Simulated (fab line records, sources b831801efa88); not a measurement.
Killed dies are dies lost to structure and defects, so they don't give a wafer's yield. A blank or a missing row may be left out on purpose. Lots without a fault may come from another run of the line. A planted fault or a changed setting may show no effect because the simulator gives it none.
A struck lot beside a sound one | flow gf180mcu | 16 steps out of a route of 602
Sound: wafers L459.2, L459.5, L459.6. Struck: wafer L464.4. (L464.2, L464.5 of the same lot were not struck and are left out.) The cause comes at the end.
At each step with rows: each side's tool, then ch and its chambers, then its first start. Under that, the readings that differ: sound wafers | struck wafers | difference of the means | sigmas: that difference in standard deviations of wafers without a fault.
alike: readings whose means differ by less than 2 such deviations, and words and numbers that are the same on both sides. not compared: withheld readings, readings that some wafer has no value for, bounds like >300 that may hide the same value, and numbers for which the record gives no deviation and whose values overlap.
The two part at a step that has a row with sigmas, a row that says differs or no value, or rows on one side only. Numbers that don't overlap but have no deviation are shown without sigmas and don't part them. A reading that every wafer of one side lacks parts them only if that side has two wafers or more.

first, 6 steps without rows for these wafers: GF_TOP_METAL_HMDS_08 (prime time 60 s); GF_TOP_METAL_COAT_09 (resist thk 1500 nm); GF_TOP_METAL_SOFTBAKE_10 (time 60 s); GF_TOP_METAL_EXPOSE_11 (exposes mask MetalTop, target cd 440 nm); GF_TOP_METAL_PEB_12; GF_TOP_METAL_DEVELOP_13 (develop time 60 s).
GF_TOP_METAL_CD_MEAS_14: target cd 440 nm.
  sound on cd_sem-02, day 27 22:19; struck on cd_sem-02, day 29 11:58
  alike: cd_nm
GF_TOP_METAL_OVL_MEAS_15:
  sound on overlay-02, day 27 22:25; struck on overlay-02, day 29 12:04
  alike: TOP_METAL_OVL
GF_TOP_METAL_METAL_ETCH_16: etches the open film in Cl2/BCl3, stops on SiO2, target depth 1197 nm, time 199.5 s.
  sound on rie_metal-03 ch 1, day 27 22:31; struck on rie_metal-03 ch 1, day 29 12:05
  alike: bias_w, drypump_motor_current_A, oes_product_au, throttle_valve_pct
  not compared: rf_hours_counter_h
GF_TOP_METAL_STRIP_17: strips in O2/N2.
  sound on plasma_asher-02 ch 0,1, day 27 22:49; struck on plasma_asher-01 ch 0, day 29 12:17
  reading            | sound       | struck | difference | sigmas
  heater_power_w (W) | 360 370 376 | 293    | -76        | -2
  alike: drypump_motor_current_A, oes_product_au, strip_time_to_endpoint_s
  not compared: rf_hours_counter_h
then, 2 steps without rows for these wafers: GF_TOP_METAL_STRIP_18 (strips in post etch residue remover, time 1200 s); GF_TOP_METAL_CLEAN_19 (cleans in DIW).
GF_PASSIVATION_CVD_00: deposits SiO2 from TEOS, target thk 1000 nm, time 111.95 s.
  sound on pecvd-01 ch 1,2, day 27 23:23; struck on pecvd-03 ch 1, day 29 12:51
  reading                                      | sound           | struck | difference | sigmas
  model.SiO2_of_PASSIVATION_CVD_00.thk_nm (nm) | 986.6 1015 1005 | 833.7  | -168.5     |
  alike: heater_power_w
GF_PASSIVATION_THK_MEAS_01:
  sound on film_metro-02, day 27 23:28; struck on film_metro-02, day 29 12:56
  reading                     | sound         | struck | difference | sigmas
  PASSIVATION_CVD_00_THK (nm) | 987 1016 1004 | 834    | -168       | -13
GF_PASSIVATION_CVD_02: deposits Si3N4, target thk 700 nm, time 486.18 s.
  sound on pecvd-02 ch 1,2, day 27 23:31; struck on pecvd-02 ch 0, day 29 12:59
  reading            | sound       | struck | difference | sigmas
  heater_power_w (W) | 743 758 779 | 451    | -309       | -3
then, 1 step without rows for these wafers: GF_PASSIVATION_PROBE_99.

WHERE THEY PART
First at GF_TOP_METAL_STRIP_17; last, within this record, at GF_PASSIVATION_CVD_02.

WHY: what the simulator had put in
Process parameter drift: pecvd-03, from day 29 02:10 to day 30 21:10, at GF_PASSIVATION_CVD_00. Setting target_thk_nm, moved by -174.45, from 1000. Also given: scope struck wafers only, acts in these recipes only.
